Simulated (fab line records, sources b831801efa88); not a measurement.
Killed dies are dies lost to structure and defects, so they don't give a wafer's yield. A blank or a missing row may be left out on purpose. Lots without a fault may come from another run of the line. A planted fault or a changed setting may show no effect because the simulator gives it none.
Which tool did it? | flow sky130 | 15 lots, 45 wafers sampled, at 3 steps of a route of 708

WHAT THE GAUGES READ, wafer by wafer
SKY_METAL4_OVL_MEAS_14.
lot  | measured     | on         | METAL4_OVL (nm)
L599 | day 41 12:01 | overlay-01 | 9 9 6
L600 | day 42 01:08 | overlay-02 | -2 2 -7
L601 | day 42 03:31 | overlay-01 | -4 -5 -3
L602 | day 42 20:04 | overlay-02 | 1 2 1
L603 | day 42 23:14 | overlay-01 | -11 2 -7
L605 | day 43 04:55 | overlay-02 | -7 -7 2
L607 | day 44 06:28 | overlay-01 | 10 9 6
L610 | day 44 21:31 | overlay-01 | -2 0 -3
L611 | day 45 04:58 | overlay-01 | 10 9 2
L615 | day 46 06:58 | overlay-01 | -2 -11 -4
L617 | day 46 13:07 | overlay-02 | -9 -8 -9
L616 | day 46 16:16 | overlay-01 | 17 20 19
L620 | day 47 06:23 | overlay-02 | 2 1 2
L622 | day 47 13:52 | overlay-02 | -14 -7 -6
L621 | day 47 18:44 | overlay-01 | 7 7 -3

SKY_METAL5_RS_MEAS_05: measures by four-point-probe.
lot  | measured     | on            | METAL5_ALCU_RS (ohm/sq)
L599 | day 42 15:10 | film_metro-04 | 0.02674 0.02715 0.02693
L600 | day 43 03:44 | film_metro-04 | 0.02734 0.02744 0.02737
L601 | day 43 06:14 | film_metro-03 | 0.027 0.02669 0.02698
L602 | day 43 22:21 | film_metro-03 | 0.02703 0.02733 0.02707
L603 | day 44 01:19 | film_metro-03 | 0.02734 0.02694 0.02693
L605 | day 44 06:22 | film_metro-03 | 0.02724 0.02714 0.02722
L607 | day 45 08:05 | film_metro-04 | 0.02688 0.0266 0.02687
L610 | day 45 21:54 | film_metro-04 | 0.0268 0.02679 0.02675
L611 | day 46 05:07 | film_metro-03 | 0.02709 0.027 0.02733
L615 | day 47 06:23 | film_metro-03 | 0.02709 0.0269 0.02681
L617 | day 47 12:07 | film_metro-04 | 0.02675 0.02672 0.02697
L616 | day 47 15:22 | film_metro-04 | 0.02745 0.02738 0.02743
L620 | day 48 05:03 | film_metro-03 | 0.02663 0.02661 0.02686
L622 | day 48 12:31 | film_metro-02 | 0.02695 0.02686 0.02679
L621 | day 48 16:43 | film_metro-03 | 0.02692 0.02696 0.02717

WHICH TOOL RAN EACH LOT (tool, then ch and the chambers of the sampled wafers, then the start)
lot  | SKY_VIA4_ETCH_12
L599 | rie_diel-04 ch 0,2, day 42 13:34
L600 | rie_diel-04 ch 0,1,2, day 43 02:08
L601 | rie_diel-02 ch 0,2,3, day 43 04:29
L602 | rie_diel-04 ch 0,1,3, day 43 20:17
L603 | rie_diel-02 ch 0,1,2, day 43 23:47
L605 | rie_diel-01 ch 1,2,3, day 44 04:25
L607 | rie_diel-04 ch 0,1,2, day 45 05:52
L610 | rie_diel-02 ch 0,3, day 45 20:20
L611 | rie_diel-04 ch 2,3, day 46 03:29
L615 | rie_diel-04 ch 1,2, day 47 04:47
L617 | rie_diel-04 ch 0,1,2, day 47 10:20
L616 | rie_diel-01 ch 0,2, day 47 13:44
L620 | rie_diel-04 ch 0,1, day 48 03:16
L622 | rie_diel-01 ch 0,2,3, day 48 10:58
L621 | rie_diel-04 ch 0,1,3, day 48 15:10
- SKY_VIA4_ETCH_12: etches SiO2 in C4F8/O2/Ar, stops on TiN, target depth 580 nm.

WHAT THE TOOLS THEMSELVES READ (means of the sampled wafers that have a number; where no wafer has one, the mark that the record gives instead)
SKY_VIA4_ETCH_12.
lot  | tool        | oes_product_au (a.u.)
L599 | rie_diel-04 | 0.924
L600 | rie_diel-04 | 0.930
L601 | rie_diel-02 | 0.926
L602 | rie_diel-04 | 0.926
L603 | rie_diel-02 | 0.921
L605 | rie_diel-01 | 0.927
L607 | rie_diel-04 | 0.922
L610 | rie_diel-02 | 0.918
L611 | rie_diel-04 | 0.930
L615 | rie_diel-04 | 0.927
L617 | rie_diel-04 | 0.928
L616 | rie_diel-01 | 0.926
L620 | rie_diel-04 | 0.926
L622 | rie_diel-01 | 0.927
L621 | rie_diel-04 | 0.929

THE ANSWER, worked out from the rows above alone
Rule: what is usual is taken from the lots themselves. Put in order of their means at a reading, lots are off if they are a third of the lots or fewer, leave a main group of 4 or more, and stand apart from it by a gap of 3 or more times the standard deviation of the main group's means; of several such gaps the widest counts. A main group whose means are all the same, to the digits that the tables above print for the reading, isn't used. A lot without any number at a reading at which 4 lots or more have one is off too. The other lots that the step has rows for count as sound. The gauges are gone through in route order, then the tools' own readings, and for those a lot's mean is taken as printed above. The first step at which some lot is off is used, and at that step the reading that is off furthest; a lot without a number counts as furthest.
No lot is off at any reading shown: from this, nothing can be told.

WHAT THE SIMULATOR HAD PUT IN
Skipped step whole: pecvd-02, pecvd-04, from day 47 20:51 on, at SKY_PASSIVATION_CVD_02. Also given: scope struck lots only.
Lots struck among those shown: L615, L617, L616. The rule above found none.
